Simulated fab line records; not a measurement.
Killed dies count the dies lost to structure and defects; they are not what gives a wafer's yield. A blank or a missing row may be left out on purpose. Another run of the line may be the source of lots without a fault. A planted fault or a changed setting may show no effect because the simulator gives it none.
Which of the tools did it? + flow sky130 + 7 lots, 21 wafers sampled, at 1 step of a route of 708

## WHAT THE GAUGES SHOWED, per wafer
SKY_POLY_GATE_THK_MEAS_21.
| lot  | measured     | on            | POLY_GATE_OXIDATION_THK (nm) |
|------|--------------|---------------|------------------------------|
| L482 | day 17 18:53 | film metro-02 | 4.06 4.05 4.09               |
| L485 | day 19 11:11 | film metro-02 | 3.96 3.93 3.88               |
| L491 | day 21 08:14 | film metro-02 | 3.94 4.00 3.97               |
| L493 | day 21 17:46 | film metro-02 | 3.92 3.91 3.91               |
| L495 | day 22 14:37 | film metro-01 | 4.09 4.00 4.04               |
| L498 | day 23 13:03 | film metro-01 | 4.06 4.04 4.05               |
| L500 | day 24 07:35 | film metro-04 | 3.85 3.88 3.90               |

## TOOL THAT RAN EACH LOT (tool first, then ch and the chambers of the sampled wafers, then the start)
The record shows no process step preceding these readings.

## THE ANSWER, worked out from the rows above alone
Rule: usual is defined by the lots themselves. The widest of any qualifying gaps counts: lots, ordered by their means at a reading, are off when they make up no more than a third of the lots, leave a main group of 4 or more, and stand apart from it by 3 or more times the standard deviation of that group's means. A main group is skipped when, at the precision printed for the reading in the tables above, its means are all equal. Also off: a lot with no number at a reading for which 4 or more lots have one. Any other lot the step has rows for is counted as sound.
Nothing can be told from this: no lot is off at any reading shown.

## WHAT THE SIMULATOR HAD PUT IN
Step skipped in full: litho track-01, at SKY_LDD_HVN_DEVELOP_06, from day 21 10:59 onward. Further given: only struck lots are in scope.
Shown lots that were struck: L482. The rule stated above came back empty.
